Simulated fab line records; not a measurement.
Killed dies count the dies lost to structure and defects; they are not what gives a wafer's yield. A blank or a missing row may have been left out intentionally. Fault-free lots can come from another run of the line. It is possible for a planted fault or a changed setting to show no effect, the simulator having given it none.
Which of the tools did it? / flow gf180mcu / 21 wafers sampled from 7 lots at 1 step of a route of 602

WHAT EACH GAUGE READ, for each wafer
GF_VT_IMPLANT_OVL_MEAS_18.
lot=L531; measured=day 6 18:23; on=overlay-02; VT_IMPLANT_01_OVL (nm)=0.6 0.1 -0.7
lot=L535; measured=day 7 04:20; on=overlay-02; VT_IMPLANT_01_OVL (nm)=-1.1 -1.9 -0.3
lot=L538; measured=day 8 03:23; on=overlay-02; VT_IMPLANT_01_OVL (nm)=0.7 -0.8 0.8
lot=L540; measured=day 8 09:55; on=overlay-02; VT_IMPLANT_01_OVL (nm)=0.5 -1.2 -1.7
lot=L545; measured=day 10 00:11; on=overlay-02; VT_IMPLANT_01_OVL (nm)=0.5 -0.2 -1.8
lot=L548; measured=day 11 07:19; on=overlay-02; VT_IMPLANT_01_OVL (nm)=-2.9 -1.0 -0.9
lot=L554; measured=day 12 23:44; on=overlay-01; VT_IMPLANT_01_OVL (nm)=0.5 -0.4 -0.3

EACH LOT AND THE TOOL THAT RAN IT (in order: tool; ch and the chambers of the sampled wafers; start)
The record shows no process step preceding these readings.

THE ANSWER, worked out from the rows above alone
Rule: usual is defined by the lots themselves. The widest of any qualifying gaps counts: lots, ordered by their means at a reading, are off when they make up no more than a third of the lots, leave a main group of 4 or more, and stand apart from it by 3 or more times the standard deviation of that group's means. Not used: any main group whose means are identical at the precision the tables above print for the reading. A lot without any number at a reading at which 4 lots or more have one is off too. The other lots that the step has rows for count as sound.
Across all readings shown, no lot is off: no conclusion can be drawn from this.

WHAT THE SIMULATOR HAD PUT IN
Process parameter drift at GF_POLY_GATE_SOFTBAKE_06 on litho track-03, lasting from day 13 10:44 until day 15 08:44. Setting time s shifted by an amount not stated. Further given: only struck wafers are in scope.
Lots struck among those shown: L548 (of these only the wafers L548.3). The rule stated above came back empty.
